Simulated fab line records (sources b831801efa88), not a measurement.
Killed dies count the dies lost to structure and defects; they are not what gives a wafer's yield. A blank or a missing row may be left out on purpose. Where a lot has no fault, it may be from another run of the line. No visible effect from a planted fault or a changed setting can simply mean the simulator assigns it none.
fab line records    flow sky130
[record] lots = 6  wafers = 18  last_day = 52
route steps=708 shown VIA2@509 PAD_OPEN@708
lots with no fault: from the same line, run without faults
start_h: hours from the record's first day to the start of the lot's first wafer shown    wait_h: time in hours since the lot's previous step    " repeats the value in the row above    L1.1+2: several wafers, shown together as one row    - either no value or no given start    * or withheld: withheld    < > ~ a bound
route shown NAME@n: a module of which the file shows steps, and the number in the route of the first    usual: mean/standard deviation taken from wafers without a fault    same: alike in all rows    chamber/n: place in a boat    sites: the reading at each site    _std_site: how widely they spread, as a standard deviation    _edge_site: inner sites' mean taken away from outer sites' mean    radius_mm: how far each site lies from the wafer's centre    mask NAME#n: copy n    behind: the most recent tool/chamber to have shaped the wafer    hold: the reason the lot was held/the length of the hold in hours/how it ended    device: names the non-switching transistor (n, p or np)    end of line: the tests these same wafers got at the end of their route    for a step that has no rows: nothing shown but its recipe    killed: count of dies lost to structure and defects at first sort (not the wafer's yield)    map: per-die view of a wafer (x killed, . not killed, _ where there is no die)
set.NAME: the setting as run; set.NAME@STEP: as run at that earlier step    model.NAME: the simulator's own value behind a step, which no gauge read
lots at some steps of the route; a table a step, a row a wafer
services: when a tool's chamber went out of use (start_h, in hours from the record's first day, below 0 if earlier), for how many hours, and the reason
[[steps]]
[step SKY_VIA2_CMP_02]
[recipe] material = SiO2  down_force_psi = 4  platen_rpm = 60  pad_velocity_m_s = 0.94248
[usual] motor_current_A = 11.7/0.93
lot.wafer  tool    chamber  start_h  wait_h  motor_current_A
L489.4     cmp-02  0        771.86   0.2     11.9
L489.5     "       1        "        "       11.4
L489.6     "       2        "        "       13.9
L502.2     cmp-01  0        847.87   0.1     10.3
L502.6     "       3        "        "       12.5
L502.5     "       0        "        "       10.6
L503.3     cmp-02  2        849.56   0.1     13.4
L503.2     "       0        "        "       11.3
L503.5     "       2        "        "       13.4
L504.4     cmp-01  1        858.51   0.1     12.9
L504.3     "       3        "        "       12.4
L504.6     "       1        "        "       12.1
L506.4     cmp-02  0        877.97   0.1     12.3
L506.2     "       2        "        "       13.4
L506.5     "       0        "        "       12.4
L507.3     cmp-01  2        1055.00  0.0     11.1
L507.1     "       3        "        "       12.3
L507.5     "       2        "        "       10.6
[step SKY_VIA2_BOW_MEAS_03]
[recipe] mode = bow
[usual] VIA2_BOW = 85/7.6
lot.wafer  tool           chamber  start_h  wait_h  VIA2_BOW[um]
L489.4     film_metro-04  -        772.07   0.2     87
L489.5     "              -        "        "       86
L489.6     "              -        "        "       79
L502.2     film_metro-03  -        848.14   0.2     81
L502.5     "              -        "        "       82
L502.6     "              -        "        "       93
L503.2     film_metro-03  -        849.83   0.1     63
L503.3     "              -        "        "       69
L503.5     "              -        "        "       90
L504.3     film_metro-01  -        858.80   0.1     77
L504.4     "              -        "        "       87
L504.6     "              -        "        "       87
L506.2     film_metro-01  -        878.24   0.1     71
L506.4     "              -        "        "       88
L506.5     "              -        "        "       91
L507.1     film_metro-04  -        1055.30  0.2     94
L507.3     "              -        "        "       87
L507.5     "              -        "        "       85
[step SKY_VIA2_DEHYDRATE_04]
[recipe] temp_c = 200  time_s = 60
[step SKY_VIA2_HMDS_05]
[recipe] prime_time_s = 60  prime_temp_c = 120
[step SKY_VIA2_COAT_06]
[recipe] resist = BARC  temp_c = withheld  time_s = withheld  spin_rpm = 3000  resist_thk_nm = 60
[step SKY_VIA2_COAT_07]
[recipe] resist = KrF-thick  spin_rpm = 3000  resist_thk_nm = 450
[step SKY_VIA2_SOFTBAKE_08]
[recipe] temp_c = 100  time_s = 90  resist = KrF-thick
[step SKY_VIA2_EXPOSE_09]
[recipe] mask_id = VIM2  na = 0.8  source_shape = annular  sigma_inner = 0.55  sigma_outer = 0.85  target_cd_nm = 200  dose_mj = 38
[step SKY_VIA2_PEB_10]
[recipe] peb_temp_c = withheld  peb_time_s = withheld  resist = KrF-thick
[step SKY_VIA2_DEVELOP_11]
[recipe] develop_time_s = 60  resist = KrF-thick  dev_temp_c = 21
[step SKY_VIA2_CD_MEAS_12]
[recipe] target_cd_nm = 200
[usual] cd_nm = 200.1/1.9
lot.wafer  tool       chamber  start_h  wait_h  cd_nm
L489.4     cd_sem-01  -        798.45   -       197.7
L489.5     "          -        "        "       198.0
L489.6     "          -        "        "       198.2
L502.2     cd_sem-01  -        874.13   -       200.1
L502.5     "          -        "        "       199.4
L502.6     "          -        "        "       199.4
L503.2     cd_sem-01  -        876.48   -       197.5
L503.3     "          -        "        "       198.1
L503.5     "          -        "        "       198.0
L504.3     cd_sem-01  -        885.48   -       203.9
L504.4     "          -        "        "       204.0
L504.6     "          -        "        "       202.2
L506.2     cd_sem-02  -        905.38   -       198.7
L506.4     "          -        "        "       197.4
L506.5     "          -        "        "       198.0
L507.1     cd_sem-01  -        1075.51  -       202.7
L507.3     "          -        "        "       201.7
L507.5     "          -        "        "       201.9
[step SKY_VIA2_OVL_MEAS_13]
[usual] VIA2_OVL = 2/5.9
lot.wafer  tool        chamber  start_h  wait_h  VIA2_OVL[nm]
L489.4     overlay-01  -        798.53   0.1     5
L489.5     "           -        "        "       10
L489.6     "           -        "        "       6
L502.2     overlay-02  -        874.23   0.1     7
L502.5     "           -        "        "       4
L502.6     "           -        "        "       4
L503.2     overlay-01  -        876.58   0.1     -7
L503.3     "           -        "        "       -6
L503.5     "           -        "        "       -2
L504.3     overlay-02  -        885.57   0.1     0
L504.4     "           -        "        "       9
L504.6     "           -        "        "       1
L506.2     overlay-01  -        905.49   0.1     1
L506.4     "           -        "        "       2
L506.5     "           -        "        "       -3
L507.1     overlay-02  -        1075.63  0.1     -1
L507.3     "           -        "        "       1
L507.5     "           -        "        "       8
[step SKY_VIA2_ETCH_14]
[recipe] chemistry = N2/H2  target = BARC  ion_energy_ev = 200  source_w = 500  bias_w = 100  pressure_mtorr = 30  n2_flow_sccm = 100  h2_flow_sccm = 200  stop_on = SiO2  time_s = 45.9  target_depth_a = 600
[usual] drypump_motor_current_A = 5.7/0.65  oes_product_au = 0.856/0.005  throttle_valve_pct = 13.224/0.0091
lot.wafer  tool         chamber  start_h  wait_h  drypump_motor_current_A  oes_product_au  rf_hours_counter_h  throttle_valve_pct  model.KrF-thick_of_VIA2_COAT_07.thk_nm  model.etch.depth_nm
L489.4     rie_diel-03  0        798.54   0.0     4.8                      0.857           25                  13.221              393.1                                   60.15
L489.5     "            2        "        "       4.8                      0.859           -                   13.214              394.3                                   60.02
L489.6     "            1        "        "       5.4                      0.861           -                   13.208              394                                     60.26
L502.2     rie_diel-04  0        874.26   0.0     6.4                      0.824           7                   13.223              407.7                                   55.55
L502.5     "            3        "        "       5.8                      0.859           -                   13.224              395.1                                   60.21
L502.6     "            0        "        "       6.4                      0.826           -                   13.219              407.4                                   55.25
L503.2     rie_diel-04  3        876.61   0.0     5.8                      0.852           16                  13.223              394.4                                   59.93
L503.3     "            0        "        "       6.4                      0.829           7                   13.199              406.6                                   55.52
L503.5     "            0        "        "       6.4                      0.826           -                   13.218              408.1                                   55.85
L504.3     rie_diel-03  0        885.59   0.0     4.8                      0.851           0                   13.214              397                                     60.17
L504.4     "            1        "        "       5.4                      0.859           11                  13.232              395.2                                   60.18
L504.6     "            2        "        "       4.8                      0.858           -                   13.229              396.5                                   60.24
L506.2     rie_diel-03  1        905.52   0.0     5.4                      0.856           11                  13.216              392.1                                   59.75
L506.4     "            2        "        "       4.8                      0.851           16                  13.235              392.8                                   59.89
L506.5     "            3        "        "       6.0                      0.853           -                   13.211              392.5                                   59.72
L507.1     rie_diel-04  3        1075.66  0.0     5.8                      0.850           23                  13.232              394.2                                   59.99
L507.3     "            2        "        "       5.2                      0.860           8                   13.231              394.5                                   59.9
L507.5     "            2        "        "       5.2                      0.855           -                   13.227              392.6                                   59.82
[step SKY_VIA2_ETCH_15]
[recipe] target = SiO2  chemistry = C4F8/O2/Ar  target_depth_nm = 546  stop_on = TiN  mask_material = KrF-thick  source_w = 1500  bias_w = 1200  pressure_mtorr = 40  c4f8_flow_sccm = withheld  O2_flow_sccm = 6  Ar_flow_sccm = 300  time_s = 84
[usual] oes_product_au = 0.939/0.0048
lot.wafer  tool         chamber  start_h  wait_h  oes_product_au  rf_hours_counter_h  model.KrF-thick_of_VIA2_COAT_07.thk_nm
L489.4     rie_diel-03  0        798.59   0.0     0.940           25                  284.5
L489.5     "            2        "        "       0.948           -                   288.2
L489.6     "            1        "        "       0.943           -                   287.8
L502.2     rie_diel-04  0        874.30   0.0     0.875           7                   296.2
L502.5     "            3        "        "       0.944           -                   283.9
L502.6     "            0        "        "       0.870           -                   296.5
L503.2     rie_diel-04  3        876.65   0.0     0.939           16                  284.4
L503.3     "            0        "        "       0.875           8                   296
L503.5     "            0        "        "       0.901           -                   297.4
L504.3     rie_diel-03  0        885.64   0.0     0.940           0                   291.5
L504.4     "            1        "        "       0.935           11                  289.1
L504.6     "            2        "        "       0.943           -                   289.5
L506.2     rie_diel-03  1        905.56   0.0     0.942           11                  287.7
L506.4     "            2        "        "       0.929           16                  287.1
L506.5     "            3        "        "       0.940           -                   284.3
L507.1     rie_diel-04  3        1075.70  0.0     0.940           23                  283
L507.3     "            2        "        "       0.931           8                   285.6
L507.5     "            2        "        "       0.942           -                   283.5
[step SKY_VIA2_STRIP_16]
[recipe] chemistry = O2/N2  power_w = 1400  pressure_mtorr = 1500  platen_temp_c = withheld  o2_flow_sccm = 3000  n2_flow_sccm = 300  overash_fraction = 0.5
[usual] drypump_motor_current_A = 5.89/0.18  o2_flow_sccm = 2998/10  oes_product_au = 0.399/0.0048  strip_time_to_endpoint_s = 4.068/0.029
lot.wafer  tool             chamber  start_h  wait_h  drypump_motor_current_A  o2_flow_sccm  oes_product_au  rf_hours_counter_h  strip_time_to_endpoint_s
L489.4     plasma_asher-03  1        798.68   0.1     6.15                     2997          0.401           -                   4.055
L489.5     "                1        "        "       6.17                     2985          0.395           -                   4.093
L489.6     "                0        "        "       5.82                     3004          0.400           -                   4.093
L502.2     plasma_asher-02  0        874.37   0.0     5.96                     3011          0.409           44                  4.174
L502.5     "                1        "        "       5.95                     3015          0.386           -                   4.060
L502.6     "                0        "        "       5.98                     3012          0.408           -                   4.186
L503.2     plasma_asher-02  1        876.72   0.0     6.01                     2996          0.402           44                  4.068
L503.3     "                0        "        "       5.97                     3002          0.399           -                   4.188
L503.5     "                0        "        "       5.96                     3000          0.401           -                   4.192
L504.3     plasma_asher-03  0        885.73   0.1     5.82                     2986          0.408           -                   4.141
L504.4     "                1        "        "       6.16                     3005          0.398           -                   4.123
L504.6     "                1        "        "       6.19                     3012          0.401           -                   4.110
L506.2     plasma_asher-03  0        905.62   0.0     5.81                     3005          0.397           108                 4.095
L506.4     "                1        "        "       6.15                     2992          0.397           -                   4.097
L506.5     "                1        "        "       6.16                     3004          0.399           -                   4.066
L507.1     plasma_asher-02  1        1075.77  0.0     6.01                     3000          0.401           64                  4.039
L507.3     "                1        "        "       6.04                     2989          0.401           -                   4.071
L507.5     "                1        "        "       6.01                     3002          0.394           -                   4.047
[step SKY_VIA2_STRIP_17]
[recipe] chemistry = post_etch_residue_remover  time_s = 1200  temp_c = 72.5
[step SKY_PAD_OPEN_PROBE_99]
[usual] defect_limited_yield = 82.5/1.9  killed_at_M0_to_M3 = 43/7  killed_at_M4_up = 2.7/1.6  killed_at_contacts = 24/5.3  killed_at_front_end = 16/4.6  killed_at_other = 0.3/0.53  killed_dies = 86/9.3  killed_on_rim = 17/4  killed_open = 47/6.9  killed_short = 38/6.1  sort_bin_3_pad_short = 0.9/0.4  sort_bin_5_function = 10.3/1.4  sort_bin_6_memory = 6.3/1.1  sort_n_pass = 406/9.3  sort_yield_pct = 82.5/1.9
[same] gross_dies = 492  killed_at_back_side = 0  sort_bin_4_leakage[%] = 0  sort_bin_8_speed[%] = 0
lot.wafer  tool       chamber  start_h  wait_h  defect_limited_yield[%]  killed_at_M0_to_M3  killed_at_M4_up  killed_at_contacts  killed_at_front_end  killed_at_other  killed_dies  killed_on_rim  killed_open  killed_short  sort_bin_3_pad_short[%]  sort_bin_5_function[%]  sort_bin_6_memory[%]  sort_n_pass  sort_yield_pct[%]  model.etest.tester.sort_n_pass  model.etest.tester.sort_bin_5_pct  model.etest.tester.sort_yield_pct  model.etest.via2_chain.rc_ohm
L489.4     prober-02  -        1041.27  0.2     82.7                     41                  0                30                  14                   0                85           14             50           35            1.0                      12.0                    4.3                   407          82.7               407                             11.99                              82.72                              10.01
L489.5     prober-02  -        1041.32  0.2     79.7                     52                  1                24                  22                   1                100          20             50           50            1.0                      11.6                    7.7                   392          79.7               392                             11.59                              79.67                              10.95
L489.6     prober-02  -        1041.37  0.2     82.3                     42                  3                23                  18                   1                87           20             49           38            0.8                      10.0                    6.9                   405          82.3               405                             9.959                              82.32                              10.14
L502.2     prober-02  -        1097.75  0.1     75.6                     76                  4                16                  24                   0                120          26             38           47            1.0                      17.3                    6.1                   372          75.6               372                             17.28                              75.61                              13.09
L502.5     prober-02  -        1097.90  0.2     83.9                     39                  4                20                  16                   0                79           17             38           41            1.0                      8.5                     6.5                   413          83.9               413                             8.537                              83.94                              10.1
L502.6     prober-02  -        1097.95  0.2     69.1                     108                 2                27                  15                   0                152          27             56           41            1.4                      21.3                    8.1                   340          69.1               340                             21.34                              69.11                              13.76
L503.2     prober-01  -        1098.96  0.1     83.9                     41                  4                25                  9                    0                79           15             46           33            0.8                      9.6                     5.7                   413          83.9               413                             9.553                              83.94                              10.5
L503.3     prober-01  -        1099.01  0.2     75.4                     85                  3                23                  10                   0                121          27             45           43            0.6                      17.9                    6.1                   371          75.4               371                             17.89                              75.41                              12.84
L503.5     prober-01  -        1099.11  0.2     73.0                     92                  1                29                  11                   0                133          19             49           35            1.2                      19.1                    6.7                   359          73.0               359                             19.11                              72.97                              12.63
L504.3     prober-02  -        1103.96  0.2     80.9                     48                  2                28                  16                   0                94           18             58           36            0.6                      11.2                    7.3                   398          80.9               398                             11.18                              80.89                              9.514
L504.4     prober-02  -        1104.01  0.2     82.9                     40                  2                26                  16                   0                84           19             45           39            0.8                      11.4                    4.9                   408          82.9               408                             11.38                              82.93                              10.33
L504.6     prober-02  -        1104.11  0.2     82.9                     37                  3                27                  17                   0                84           20             46           38            1.0                      9.6                     6.5                   408          82.9               408                             9.553                              82.93                              10.09
L506.2     prober-02  -        1116.76  0.1     80.3                     51                  3                26                  17                   0                97           14             57           39            0.4                      12.2                    7.1                   395          80.3               395                             12.2                               80.28                              10.7
L506.4     prober-02  -        1116.86  0.2     80.5                     54                  3                21                  18                   0                96           14             45           51            0.8                      10.8                    7.9                   396          80.5               396                             10.77                              80.49                              10.89
L506.5     prober-02  -        1116.91  0.2     81.9                     36                  1                32                  20                   0                89           19             55           34            0.4                      10.0                    7.7                   403          81.9               403                             9.959                              81.91                              10.12
L507.1     prober-02  -        1240.62  0.1     79.3                     48                  6                30                  17                   1                102          15             63           39            0.8                      11.0                    8.9                   390          79.3               390                             10.98                              79.27                              9.989
L507.3     prober-02  -        1240.72  0.2     83.7                     42                  4                15                  19                   0                80           17             46           34            0.4                      9.8                     6.1                   412          83.7               412                             9.756                              83.74                              10.32
L507.5     prober-02  -        1240.82  0.2     80.7                     51                  2                32                  10                   0                95           17             55           40            0.8                      11.2                    7.3                   397          80.7               397                             11.18                              80.69                              10.23
// killed by level:class
L489.4 LI_CONTACT:geometric_particle:open=10 VIA2:geometric_particle:open=10 CONTACT:geometric_particle:open=8 CONTACT:geometric_particle:short=7 METAL1:geometric_particle:short=6 VIA1:geometric_particle:open=6 FIELD_ISO:geometric_particle:open=5 METAL3:geometric_particle:short=4
L489.5 VIA2:geometric_particle:open=12 FIELD_ISO:geometric_particle:short=8 VIA1:geometric_particle:open=8 LI_CONTACT:geometric_particle:open=7 VIA3:geometric_particle:open=6 LOCAL_INTERCONNECT:geometric_particle:short=6 METAL1:geometric_particle:short=6 CONTACT:geometric_particle:short=5
L489.6 LI_CONTACT:geometric_particle:open=10 VIA1:geometric_particle:open=8 POLY_GATE:geometric_particle:short=7 VIA2:geometric_particle:open=7 VIA3:geometric_particle:open=7 CONTACT:geometric_particle:open=6 VIA3:geometric_particle:short=6 METAL1:geometric_particle:short=4
L502.2 VIA2:area_etch=35 VIA2:geometric_particle:open=8 METAL1:geometric_particle:short=8 FIELD_ISO:geometric_particle:open=7 CONTACT:geometric_particle:short=7 VIA3:geometric_particle:open=5 POLY_GATE:geometric_particle:short=4 POLY_GATE:geometric_particle:open=4
L502.5 VIA1:geometric_particle:open=11 METAL2:geometric_particle:short=8 LOCAL_INTERCONNECT:geometric_particle:short=5 LI_CONTACT:geometric_particle:open=5 METAL1:geometric_particle:short=5 VIA2:geometric_particle:short=5 FIELD_ISO:geometric_particle:open=4 CONTACT:geometric_particle:open=4
L502.6 VIA2:area_etch=55 VIA1:geometric_particle:open=14 CONTACT:geometric_particle:open=11 LI_CONTACT:geometric_particle:open=8 METAL2:geometric_particle:short=8 METAL1:geometric_particle:short=7 VIA3:geometric_particle:open=7 POLY_GATE:geometric_particle:open=5
L503.2 VIA1:geometric_particle:open=10 LI_CONTACT:geometric_particle:open=9 CONTACT:geometric_particle:open=8 METAL1:geometric_particle:short=6 VIA3:geometric_particle:open=6 VIA2:geometric_particle:open=5 LOCAL_INTERCONNECT:geometric_particle:short=4 VIA3:geometric_particle:short=4
L503.3 VIA2:area_etch=33 VIA1:geometric_particle:open=12 CONTACT:geometric_particle:open=7 LI_CONTACT:geometric_particle:open=6 VIA1:geometric_particle:short=6 VIA2:geometric_particle:open=6 VIA3:geometric_particle:open=6 METAL2:geometric_particle:short=5
L503.5 VIA2:area_etch=49 VIA1:geometric_particle:open=14 LI_CONTACT:geometric_particle:open=9 CONTACT:geometric_particle:open=9 METAL1:geometric_particle:short=6 CONTACT:geometric_particle:short=5 VIA1:geometric_particle:short=5 FIELD_ISO:geometric_particle:short=4
L504.3 VIA3:geometric_particle:open=14 VIA1:geometric_particle:open=12 CONTACT:geometric_particle:open=11 LI_CONTACT:geometric_particle:open=8 VIA2:geometric_particle:open=6 POLY_GATE:geometric_particle:short=5 METAL2:geometric_particle:short=5 POLY_GATE:geometric_particle:open=4
L504.4 CONTACT:geometric_particle:open=10 CONTACT:geometric_particle:short=9 METAL1:geometric_particle:short=8 VIA1:geometric_particle:short=7 VIA1:geometric_particle:open=7 FIELD_ISO:geometric_particle:open=6 VIA3:geometric_particle:open=5 LI_CONTACT:geometric_particle:open=4
L504.6 LI_CONTACT:geometric_particle:open=11 CONTACT:geometric_particle:open=11 VIA3:geometric_particle:open=7 FIELD_ISO:geometric_particle:short=5 VIA2:geometric_particle:open=5 POLY_GATE:geometric_particle:short=5 METAL3:geometric_particle:short=5 METAL1:geometric_particle:short=4
L506.2 VIA1:geometric_particle:open=15 CONTACT:geometric_particle:open=13 VIA2:geometric_particle:open=8 LI_CONTACT:geometric_particle:open=6 METAL1:geometric_particle:short=6 VIA1:geometric_particle:short=6 FIELD_ISO:geometric_particle:short=4 POLY_GATE:geometric_particle:open=4
L506.4 VIA1:geometric_particle:short=12 VIA1:geometric_particle:open=10 VIA2:geometric_particle:open=10 FIELD_ISO:geometric_particle:short=8 LOCAL_INTERCONNECT:geometric_particle:short=5 VIA3:geometric_particle:open=5 LI_CONTACT:geometric_particle:open=4 CONTACT:geometric_particle:short=4
L506.5 CONTACT:geometric_particle:open=13 VIA1:geometric_particle:open=13 LI_CONTACT:geometric_particle:open=10 POLY_GATE:geometric_particle:short=5 LOCAL_INTERCONNECT:geometric_particle:short=5 POLY_GATE:geometric_particle:open=4 VIA2:geometric_particle:open=4 METAL1:geometric_particle:short=3
L507.1 VIA1:geometric_particle:open=12 LI_CONTACT:geometric_particle:open=11 CONTACT:geometric_particle:open=11 VIA2:geometric_particle:open=7 METAL1:geometric_particle:short=6 VIA1:geometric_particle:short=6 VIA3:geometric_particle:open=6 POLY_GATE:geometric_particle:open=5
L507.3 VIA1:geometric_particle:open=10 LI_CONTACT:geometric_particle:open=9 FIELD_ISO:geometric_particle:open=6 POLY_GATE:geometric_particle:short=6 VIA3:geometric_particle:open=6 METAL2:geometric_particle:short=5 METAL1:geometric_particle:short=5 VIA2:geometric_particle:open=4
L507.5 LI_CONTACT:geometric_particle:open=13 VIA1:geometric_particle:open=11 CONTACT:geometric_particle:open=9 METAL1:geometric_particle:short=8 LI_CONTACT:geometric_particle:short=6 METAL2:geometric_particle:short=6 VIA3:geometric_particle:open=5 FIELD_ISO:geometric_particle:open=4
// map L502.6 (x killed, . not)
__________....x.x..x_________
________xx.x......x..x_______
______...x..x.x......x.._____
_____.x..x........xx....x____
____.....x..........xxxx.x___
___..x.........x..x..xx.x.x__
__...xx......x...xx.xx.x.xx._
_..xxx......x..xx..xx....x..x
_x..x.xxx.x..x....xxx.x...xxx
_..x.x..xxx.x.x...x.x......xx
_....xxxxxxxxxxx.........x...
_...xx..xxxxxxx.x.x........x.
_.......xxxxxxxxx..xx...x.xxx
_..x.x...........x..........x
_...x.....x.x....x....x.x..x.
__.......xxx..x.......x....._
___...x..xx...x.x......x.x.__
____.....x......x.....xxxx___
_____x...........x.......____
______....x..........x.x_____
________x......xx....._______
__________......x..._________
// map L503.5 (x killed, . not)
__________....x....._________
________...x....x.xx.._______
______.................._____
_____x.........xx.....x.x____
____.x..x..........x......___
___....x.......xx.x.....xx.__
__...xx.......x...x...x....._
_x......x......x.xxx.....xx.x
_x...x....xxx..xxxxxxxx..x...
_xx...x.xxxxxx.xxxxxx...x.x.x
_.......xxxxx...xxxxx........
_........xxxx.x.xxxx.......xx
_......x.xxxxx...x..x..x...x.
_.x....x.x.....xx...x......x.
_.x..x.......xx.....xx.......
__...xx........x....x......._
___.........xx.xx..x.......__
____......x.......x....x..___
_____.......x...x..x.....____
______.x.xx........x.x.x_____
________...........x.x_______
__________......x..._________
[[services]]
tool             chamber  start_h  hours  kind
rie_diel-04      2        810.73   -      clean
rie_diel-04      2        810.73   13.1   scheduled_down
rie_diel-04      2        810.73   13.1   vent_cycle
cmp-01           -        814.82   1.0    repair
rie_diel-04      2        831.35   3.2    repair
cmp-01           -        837.94   1.5    repair
cmp-02           -        852.25   0.3    repair
rie_diel-03      0        865.25   -      clean
rie_diel-03      0        865.25   14.5   scheduled_down
rie_diel-03      0        865.25   14.5   vent_cycle
rie_diel-03      3        881.48   1.4    repair
cmp-02           -        899.48   7.5    pm
cmp-01           -        912.12   4.0    pm
rie_diel-04      1        916.38   -      clean
rie_diel-04      1        916.38   20.2   scheduled_down
rie_diel-03      -        985.03   2.8    pm
cmp-01           -        1008.04  0.6    repair
cmp-02           -        1009.75  2.4    repair
plasma_asher-02  -        1012.44  1.7    repair
cmp-01           -        1040.61  5.4    pm
plasma_asher-03  -        1055.25  9.0    pm
rie_diel-03      1        1059.52  2.2    repair
cmp-02           -        1061.16  0.2    repair
plasma_asher-03  -        1073.15  11.7   repair
[[key]]
[first_sign] step = SKY_VIA2_ETCH_14  reading = oes_product_au  direction = down  sigmas = 5.9  usual = 0.856  struck = 0.826
[effect] step = SKY_VIA2_ETCH_15  reading = oes_product_au  direction = down  sigmas = 12  usual = 0.939  struck = 0.880
[effect] step = SKY_VIA2_STRIP_16  reading = strip_time_to_endpoint_s  direction = up  sigmas = 4  usual = *  struck = *
[effect] step = SKY_PAD_OPEN_PROBE_99  reading = killed_at_M0_to_M3  direction = up  sigmas = 6.7  usual = 43  struck = 90
[model_effect] step = SKY_VIA2_ETCH_14  value = KrF-thick_of_VIA2_COAT_07.thk_nm  without = 394.1  struck = 407.4
[model_effect] step = SKY_VIA2_ETCH_15  value = KrF-thick_of_VIA2_COAT_07.thk_nm  without = 283.2  struck = 296.5
[model_effect] step = SKY_PAD_OPEN_PROBE_99  value = etest.tester.sort_n_pass  without = 403.5  struck = 360.5
[more_kills_born_at] SKY_VIA2_ETCH_14@rie_diel-04 = 172
met_at SKY_VIA2_ETCH_14
struck_wafers L502.2,L502.6,L503.3,L503.5
[fault] kind = process_parameter_drift  tool = rie_diel-04  chamber = 0  onset_h = 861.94  steps = SKY_VIA2_ETCH_14  channel = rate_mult  offset = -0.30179  shape = step  end_h = 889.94
